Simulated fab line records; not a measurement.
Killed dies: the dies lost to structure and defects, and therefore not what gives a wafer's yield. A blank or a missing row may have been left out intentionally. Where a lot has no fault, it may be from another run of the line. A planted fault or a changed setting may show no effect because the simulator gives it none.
fab line records | flow sky130
record: lots: 7 wafers: 21 lastDay: 50
route steps=708 shown CONTACT@423 METAL1@434 PAD_OPEN@708
lots that met no fault: taken from a fault-free run of the same line
startH: the number of hours between the record's first day and the start of the first shown wafer of the lot | waitH: hours since the lot's step before | " the same as in the row above | L1.1+2: a row that stands for several wafers | - either no value or no given start | * or withheld: withheld | < > ~ a bound
route shown NAME@n: names a module that has steps shown in the file, with the first one's number in the route | usual: mean/standard deviation of fault-free wafers | same: alike in all rows | chamber/n: place in a boat | sites: per-site readings | _std_site: the standard deviation of these | _edge_site: outer sites' mean less inner sites' | radiusMm: how far each site lies from the wafer's centre | mask NAME#n: copy n | behind: tool/chamber where the wafer was last shaped | hold: cause of the lot's hold/its duration in hours/its outcome | device: the transistor (n, p or np) that didn't switch | end of line: the route-end tests of the same wafers | a step given without rows: its recipe and nothing more | killed: dies lost to structure and defects at the first sort, not the wafer's yield | map: a wafer's dies, x killed, . not, _ none there
set.NAME: the setting that was run; set.NAME@STEP: the one run at that earlier step | model.NAME: the simulator's own value behind a step, which no gauge read
a table for each step, a row for each wafer; lots at some steps of the route
services: the hour from which a tool's chamber was out of use, counted from the record's first day as startH (under 0 if before that day), plus the number of hours and why
== steps ==
step: SKY_CONTACT_ETCH_17
recipe: target: SiO2 chemistry: C4F8/O2/Ar stopOn: Si3N4 maskMaterial: KrF-thick sourceW: 1527 biasW: 1200 pressureMtorr: 40 c4f8FlowSccm: withheld O2_flow_sccm: 6 Ar_flow_sccm: 300 timeS: withheld targetDepthA: 3400
usual: oesProductAu: 0.892/0.0053
columns lot.wafer tool chamber startH waitH oesProductAu
L756.2 rieDiel-01 1 737.52 0.0 0.898
L756.4 " 2 " " 0.897
L756.6 " 0 " " 0.904
L765.4 rieDiel-01 3 810.97 0.0 0.888
L765.5 " 0 " " 0.885
L765.6 " 3 " " 0.894
L769.1 rieDiel-04 1 837.02 0.0 0.887
L769.3 " 0 " " 0.890
L769.5 " 0 " " 0.896
L772.1 rieDiel-04 0 853.46 0.0 0.890
L772.3 " 1 " " 0.884
L772.4 " 3 " " 0.898
L773.1 rieDiel-04 0 859.02 0.0 0.891
L773.2 " 1 " " 0.893
L773.5 " 2 " " 0.901
L775.1 rieDiel-01 3 877.81 0.0 0.894
L775.5 " 2 " " 0.902
L775.6 " 1 " " 0.898
L778.1 rieDiel-04 1 897.57 0.0 0.882
L778.3 " 0 " " 0.892
L778.4 " 2 " " 0.895
step: SKY_CONTACT_ETCH_18
recipe: target: Si3N4 chemistry: CHF3/O2 stopOn: TiN sourceW: 600 biasW: 200 pressureMtorr: 40 chf3FlowSccm: 50 O2_flow_sccm: 5 timeS: 39 targetDepthA: 750
step: SKY_CONTACT_STRIP_19
recipe: chemistry: O2/N2 powerW: 1400 pressureMtorr: 1500 platenTempC: withheld o2FlowSccm: 3000 n2FlowSccm: 300 overashFraction: 0.5
step: SKY_CONTACT_STRIP_20
recipe: chemistry: postEtchResidueRemover timeS: 1200 tempC: 72.5
step: SKY_CONTACT_CLEAN_21
recipe: chemistry: IPA timeS: 180 tempC: 25
step: SKY_CONTACT_CLEAN_22
recipe: chemistry: O3/DIW dry: n2Spin
step: SKY_CONTACT_SPUTTER_23
recipe: material: TiN targetThkNm: 20 chamberPressurePa: 5 powerW: 4000 timeS: 80
usual: chamberPressurePa: 5.002/0.0099 throttleValvePct: 29.8/1
columns lot.wafer tool chamber startH waitH chamberPressurePa throttleValvePct
L756.2 pvdSputter-04 - 738.21 0.0 5.009 31.6
L756.4 " - " " 5.002 30.6
L756.6 " - " " 5.009 28.7
L765.4 pvdSputter-03 - 811.65 0.0 5.012 30.1
L765.5 " - " " 5.012 27.7
L765.6 " - " " 5.002 31.0
L769.1 pvdSputter-03 - 837.81 0.0 5.016 31.2
L769.3 " - " " 4.997 30.8
L769.5 " - " " 5.015 31.0
L772.1 pvdSputter-04 - 854.26 0.0 4.997 30.5
L772.3 " - " " 4.984 31.7
L772.4 " - " " 4.990 28.6
L773.1 pvdSputter-04 - 859.95 0.0 4.997 28.7
L773.2 " - " " 5.006 30.8
L773.5 " - " " 5.006 31.3
L775.1 pvdSputter-04 - 878.49 0.0 4.980 30.6
L775.5 " - " " 5.009 29.5
L775.6 " - " " 4.985 30.6
L778.1 pvdSputter-04 - 898.29 0.0 5.002 28.8
L778.3 " - " " 4.998 31.4
L778.4 " - " " 5.010 29.7
step: SKY_CONTACT_CVD_24
recipe: material: W targetThkNm: 340 timeS: 102.12 tempC: 400 pressureTorr: 40
step: SKY_CONTACT_RS_MEAS_25
recipe: thkMeasGauge: four-point-probe reads: W_of_CONTACT_CVD_24+TiN_of_CONTACT_SPUTTER_23
usual: CONTACT_W_RS: 0.340/0.0041
columns lot.wafer tool chamber startH waitH CONTACT_W_RS[ohm/sq]
L756.2 filmMetro-02 - 738.40 0.1 0.347
L756.4 " - " " 0.345
L756.6 " - " " 0.344
L765.4 filmMetro-01 - 811.88 0.1 0.346
L765.5 " - " " 0.341
L765.6 " - " " 0.348
L769.1 filmMetro-03 - 837.98 0.1 0.345
L769.3 " - " " 0.344
L769.5 " - " " 0.344
L772.1 filmMetro-01 - 854.43 0.1 0.345
L772.3 " - " " 0.336
L772.4 " - " " 0.344
L773.1 filmMetro-01 - 860.12 0.1 0.337
L773.2 " - " " 0.341
L773.5 " - " " 0.336
L775.1 filmMetro-03 - 878.67 0.1 0.337
L775.5 " - " " 0.341
L775.6 " - " " 0.337
L778.1 filmMetro-01 - 898.46 0.1 0.337
L778.3 " - " " 0.338
L778.4 " - " " 0.338
step: SKY_CONTACT_THK_MEAS_26
recipe: thkMeasGauge: xrf reads: W_of_CONTACT_CVD_24
usual: CONTACT_W_THK: 338/4.9
columns lot.wafer tool chamber startH waitH CONTACT_W_THK[nm]
L756.2 filmMetro-02 - 738.51 0.1 333
L756.4 " - " " 336
L756.6 " - " " 340
L765.4 filmMetro-01 - 811.97 0.1 329
L765.5 " - " " 336
L765.6 " - " " 328
L769.1 filmMetro-03 - 838.10 0.1 331
L769.3 " - " " 333
L769.5 " - " " 335
L772.1 filmMetro-01 - 854.55 0.1 329
L772.3 " - " " 338
L772.4 " - " " 330
L773.1 filmMetro-01 - 860.24 0.1 338
L773.2 " - " " 336
L773.5 " - " " 340
L775.1 filmMetro-03 - 878.79 0.1 341
L775.5 " - " " 335
L775.6 " - " " 340
L778.1 filmMetro-01 - 898.58 0.1 336
L778.3 " - " " 336
L778.4 " - " " 334
step: SKY_CONTACT_CMP_27
recipe: stopOn: SiO2 tOverpolishS: 15 downForcePsi: 3.5 platenRpm: 60 targetThkNm: 0 padVelocityMS: 0.94248
usual: motorCurrentA: 11.3/1.6 overpolishRunS: 15.000/0.0089 timeToEndpointS: 82/4.4
columns lot.wafer tool chamber startH waitH motorCurrentA overpolishRunS timeToEndpointS
L756.4 cmp-01 3 738.61 0.1 11.3 15.005 78
L756.2 " 1 " " 11.3 15.010 71
L756.6 " 2 " " 10.0 14.988 80
L765.4 cmp-01 1 812.05 0.1 11.1 15.001 72
L765.6 " 0 " " 12.0 14.987 75
L765.5 " 1 " " 12.2 15.011 77
L769.3 cmp-01 0 838.16 0.0 11.9 15.003 78
L769.1 " 2 " " 9.7 14.995 83
L769.5 " 1 " " 11.7 15.003 77
L772.4 cmp-02 0 854.90 0.3 14.3 14.982 79
L772.1 " 1 " " 11.7 14.990 83
L772.3 " 2 " " 10.3 15.006 84
L773.2 cmp-02 3 860.35 0.1 10.0 14.983 84
L773.1 " 0 " " 15.0 15.006 82
L773.5 " 3 " " 10.0 14.987 88
L775.1 cmp-01 0 878.90 0.1 11.3 15.005 77
L775.5 " 3 " " 10.7 14.998 87
L775.6 " 0 " " 11.4 15.005 77
L778.1 cmp-01 3 898.69 0.1 10.2 15.004 85
L778.3 " 0 " " 11.0 15.009 74
L778.4 " 1 " " 11.9 14.998 72
step: SKY_METAL1_SPUTTER_00
recipe: material: Ti targetThkNm: 15 powerW: 3000 timeS: 10 chamberPressurePa: 0.4
usual: chamberPressurePa: 0.4001/0.00083 throttleValvePct: 29.9/0.95
columns lot.wafer tool chamber startH waitH chamberPressurePa throttleValvePct
L756.2 pvdSputter-01 - 738.86 0.1 0.3998 29.9
L756.4 " - " " 0.3993 31.1
L756.6 " - " " 0.3990 28.8
L765.4 pvdSputter-02 - 812.30 0.2 0.4007 29.7
L765.5 " - " " 0.3991 29.7
L765.6 " - " " 0.4004 29.0
L769.1 pvdSputter-01 - 838.46 0.1 0.4004 28.7
L769.3 " - " " 0.3998 29.8
L769.5 " - " " 0.3991 28.9
L772.1 pvdSputter-01 - 855.15 0.1 0.4000 29.2
L772.3 " - " " 0.4004 29.7
L772.4 " - " " 0.4014 30.9
L773.1 pvdSputter-01 - 860.60 0.1 0.4011 29.0
L773.2 " - " " 0.4006 30.8
L773.5 " - " " 0.3981 29.9
L775.1 pvdSputter-02 - 879.15 0.2 0.4009 29.1
L775.5 " - " " 0.3997 29.1
L775.6 " - " " 0.4002 30.2
L778.1 pvdSputter-02 - 898.94 0.2 0.4005 29.2
L778.3 " - " " 0.3998 30.1
L778.4 " - " " 0.3998 29.0
step: SKY_METAL1_SPUTTER_01
recipe: material: TiN targetThkNm: 20 powerW: 6500 timeS: 16.7 chamberPressurePa: 0.4
usual: chamberPressurePa: 0.4000/0.00078 throttleValvePct: 29.9/0.92
columns lot.wafer tool chamber startH waitH chamberPressurePa throttleValvePct model.TiN_of_METAL1_SPUTTER_01.thkNm
L756.2 pvdSputter-01 - 738.88 0.0 0.3998 29.5 20.19
L756.4 " - " " 0.3996 31.0 20.64
L756.6 " - " " 0.3995 29.0 20.46
L765.4 pvdSputter-02 - 812.33 0.0 0.3983 29.3 19.94
L765.5 " - " " 0.3987 30.3 19.77
L765.6 " - " " 0.3992 29.7 19.96
L769.1 pvdSputter-01 - 838.48 0.0 0.3365 31.7 20.75
L769.3 " - " " 0.3358 32.2 20.48
L769.5 " - " " 0.3366 31.6 20.91
L772.1 pvdSputter-01 - 855.17 0.0 0.3359 31.6 20.94
L772.3 " - " " 0.3368 32.9 20.6
L772.4 " - " " 0.3367 33.9 20.37
L773.1 pvdSputter-01 - 860.63 0.0 0.3367 31.8 20.54
L773.2 " - " " 0.3368 33.7 20.41
L773.5 " - " " 0.3361 32.6 20.4
L775.1 pvdSputter-02 - 879.17 0.0 0.3984 29.3 19.77
L775.5 " - " " 0.4000 29.4 19.94
L775.6 " - " " 0.4011 29.8 19.68
L778.1 pvdSputter-02 - 898.97 0.0 0.3996 29.3 20.04
L778.3 " - " " 0.4006 30.0 20.04
L778.4 " - " " 0.4003 29.0 20.14
step: SKY_METAL1_SPUTTER_02
recipe: material: AlCu targetThkNm: 250 powerW: 10600 timeS: 13.3 chamberPressurePa: 0.4
usual: chamberPressurePa: 0.4000/0.00076 throttleValvePct: 29.9/0.96
columns lot.wafer tool chamber startH waitH chamberPressurePa throttleValvePct
L756.2 pvdSputter-01 - 738.91 0.0 0.3999 29.6
L756.4 " - " " 0.4005 30.9
L756.6 " - " " 0.4001 28.7
L765.4 pvdSputter-02 - 812.35 0.0 0.4007 29.3
L765.5 " - " " 0.3998 30.2
L765.6 " - " " 0.3995 29.4
L769.1 pvdSputter-01 - 838.51 0.0 0.3999 28.7
L769.3 " - " " 0.3994 29.6
L769.5 " - " " 0.4006 28.9
L772.1 pvdSputter-01 - 855.20 0.0 0.4014 28.9
L772.3 " - " " 0.4001 29.6
L772.4 " - " " 0.3995 31.0
L773.1 pvdSputter-01 - 860.65 0.0 0.3986 29.1
L773.2 " - " " 0.4010 30.9
L773.5 " - " " 0.4009 29.8
L775.1 pvdSputter-02 - 879.19 0.0 0.3999 29.3
L775.5 " - " " 0.4005 29.4
L775.6 " - " " 0.3999 29.6
L778.1 pvdSputter-02 - 898.99 0.0 0.4001 29.2
L778.3 " - " " 0.4005 30.1
L778.4 " - " " 0.3986 29.1
step: SKY_PAD_OPEN_PROBE_99
usual: defectLimitedYield: 82.4/2 killed_at_M0_to_M3: 44/7.1 killed_at_M4_up: 3/1.6 killedAtContacts: 24/5.4 killedAtFrontEnd: 15/4.7 killedAtOther: 0.3/0.51 killedDies: 87/9.9 killedOpen: 48/7.6 killedShort: 39/6.3 sort_bin_3_pad_short: 0.9/0.39 sort_bin_5_function: 10.5/1.6 sort_bin_6_memory: 6.3/1.1 sortNPass: 405/9.9 sortYieldPct: 82.4/2
same: grossDies: 492 killedAtBackSide: 0 sort_bin_4_leakage[%]: 0 sort_bin_8_speed[%]: 0
columns lot.wafer tool chamber startH waitH defectLimitedYield[%] killed_at_M0_to_M3 killed_at_M4_up killedAtContacts killedAtFrontEnd killedAtOther killedDies killedOpen killedShort sort_bin_3_pad_short[%] sort_bin_5_function[%] sort_bin_6_memory[%] sortNPass sortYieldPct[%]
L765.4 prober-01 - 1134.35 0.2 81.3 41 3 36 11 1 92 57 35 1.2 12.8 4.7 400 81.3
L765.5 prober-01 - 1134.40 0.2 79.3 53 6 32 11 0 102 46 56 1.6 12.6 6.5 390 79.3
L765.6 prober-01 - 1134.45 0.2 83.7 39 3 29 9 0 80 55 25 0.6 9.3 6.3 412 83.7
L769.1 prober-02 - 1153.89 0.1 81.5 46 1 29 15 0 91 51 40 1.4 10.2 6.9 401 81.5
L769.3 prober-02 - 1153.99 0.2 82.1 51 1 20 14 2 88 52 36 1.2 11.6 5.1 404 82.1
L769.5 prober-02 - 1154.09 0.2 81.5 46 3 21 21 0 91 51 40 0.4 11.0 7.1 401 81.5
L772.1 prober-01 - 1162.33 0.1 79.3 56 0 27 19 0 102 54 48 1.0 12.0 7.7 390 79.3
L772.3 prober-01 - 1162.43 0.2 83.7 46 3 18 13 0 80 51 29 1.0 9.1 6.1 412 83.7
L772.4 prober-01 - 1162.48 0.2 82.9 48 5 23 8 0 84 53 31 0.6 10.0 6.5 408 82.9
killed by level:class
L765.4 CONTACT:geometricParticle:open=15 VIA1:geometricParticle:open=11 LI_CONTACT:geometricParticle:open=9 VIA1:geometricParticle:short=8 VIA2:geometricParticle:open=6 METAL1:geometricParticle:short=5 LOCAL_INTERCONNECT:geometricParticle:short=4 CONTACT:geometricParticle:short=4
L765.5 VIA1:geometricParticle:open=15 CONTACT:geometricParticle:short=10 VIA1:geometricParticle:short=9 VIA2:geometricParticle:open=9 LI_CONTACT:geometricParticle:open=8 FIELD_ISO:geometricParticle:short=6 LOCAL_INTERCONNECT:geometricParticle:short=6 CONTACT:geometricParticle:open=6
L765.6 CONTACT:geometricParticle:open=11 VIA2:geometricParticle:open=10 METAL1:geometricParticle:short=7 LOCAL_INTERCONNECT:geometricParticle:open=6 LI_CONTACT:geometricParticle:open=5 VIA1:geometricParticle:open=5 VIA3:geometricParticle:open=5 CONTACT:geometricParticle:short=4
L769.1 CONTACT:geometricParticle:open=14 VIA1:geometricParticle:open=13 VIA2:geometricParticle:open=7 VIA1:geometricParticle:short=6 LI_CONTACT:geometricParticle:open=6 METAL2:geometricParticle:short=6 FIELD_ISO:geometricParticle:open=5 POLY_GATE:geometricParticle:short=4
L769.3 VIA1:geometricParticle:open=11 VIA3:geometricParticle:open=8 METAL1:geometricParticle:short=7 VIA1:geometricParticle:short=7 POLY_GATE:geometricParticle:open=6 CONTACT:geometricParticle:open=6 LI_CONTACT:geometricParticle:open=5 VIA2:geometricParticle:open=5
L769.5 VIA1:geometricParticle:open=11 METAL1:geometricParticle:short=8 POLY_GATE:geometricParticle:open=7 CONTACT:geometricParticle:open=7 LI_CONTACT:geometricParticle:open=5 METAL2:geometricParticle:short=5 VIA3:geometricParticle:open=5 FIELD_ISO:geometricParticle:short=4
L772.1 CONTACT:geometricParticle:open=13 VIA3:geometricParticle:open=12 VIA1:geometricParticle:open=10 METAL2:geometricParticle:short=7 METAL1:geometricParticle:short=6 VIA3:geometricParticle:short=5 METAL3:geometricParticle:short=5 FIELD_ISO:geometricParticle:open=4
L772.3 VIA1:geometricParticle:open=13 CONTACT:geometricParticle:open=7 VIA3:geometricParticle:open=7 VIA2:geometricParticle:open=7 FIELD_ISO:geometricParticle:open=4 FIELD_ISO:geometricParticle:short=4 METAL2:geometricParticle:short=4 VIA2:geometricParticle:short=4
L772.4 VIA1:geometricParticle:open=13 LI_CONTACT:geometricParticle:open=9 CONTACT:geometricParticle:open=7 VIA2:geometricParticle:open=6 POLY_GATE:geometricParticle:open=4 VIA3:geometricParticle:open=4 VIA1:geometricParticle:short=4 METAL2:geometricParticle:short=4
== services ==
columns tool chamber startH hours kind
cmp-02 - 716.21 0.9 repair
cmp-01 - 744.06 4.0 pm
pvdSputter-04 - 744.15 6.1 repair
cmp-01 - 763.54 4.0 pm
pvdSputter-02 - 768.92 1.3 repair
pvdSputter-04 - 775.43 6.5 repair
pvdSputter-02 - 784.41 3.3 repair
rieDiel-04 - 787.36 0.3 repair
rieDiel-04 1 789.21 6.0 repair
rieDiel-04 - 790.58 0.4 repair
pvdSputter-02 - 798.60 5.5 repair
cmp-02 - 801.90 0.3 repair
pvdSputter-01 1 819.14 - consumableReplace:kit
pvdSputter-01 1 819.14 18.0 scheduledDown
cmp-01 - 839.18 0.9 repair
cmp-01 - 850.44 7.2 pm
rieDiel-04 2 851.78 5.5 repair
pvdSputter-02 - 853.56 1.4 repair
rieDiel-01 - 855.12 0.7 repair
rieDiel-04 - 861.51 0.7 repair
cmp-02 - 869.08 0.5 repair
pvdSputter-01 - 878.99 1.3 repair
pvdSputter-04 - 882.69 7.0 repair
cmp-02 - 885.63 1.4 repair
== key ==
firstSign: step: SKY_METAL1_SPUTTER_01 reading: chamberPressurePa direction: down sigmas: 81 usual: 0.4000 struck: 0.3365
effect: step: SKY_METAL1_SPUTTER_01 reading: throttleValvePct direction: up sigmas: 2.7 usual: 29.9 struck: 32.4
modelEffect: step: SKY_METAL1_SPUTTER_01 value: TiN_of_METAL1_SPUTTER_01.thkNm without: 20.12 struck: 20.6
metAt SKY_METAL1_SPUTTER_01
struckWafers L769.1,L769.3,L769.5,L772.1,L772.3,L772.4,L773.1,L773.2,L773.5
onsetBetween 738.88 838.48
fault: kind: processParameterDrift tool: pvdSputter-01 chamber: - onsetH: 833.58 steps: SKY_METAL1_SPUTTER_01 channel: chamberPressurePa offset: -0.063668 shape: step endH: 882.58 actsIn: theseRecipesOnly stated: 0.4
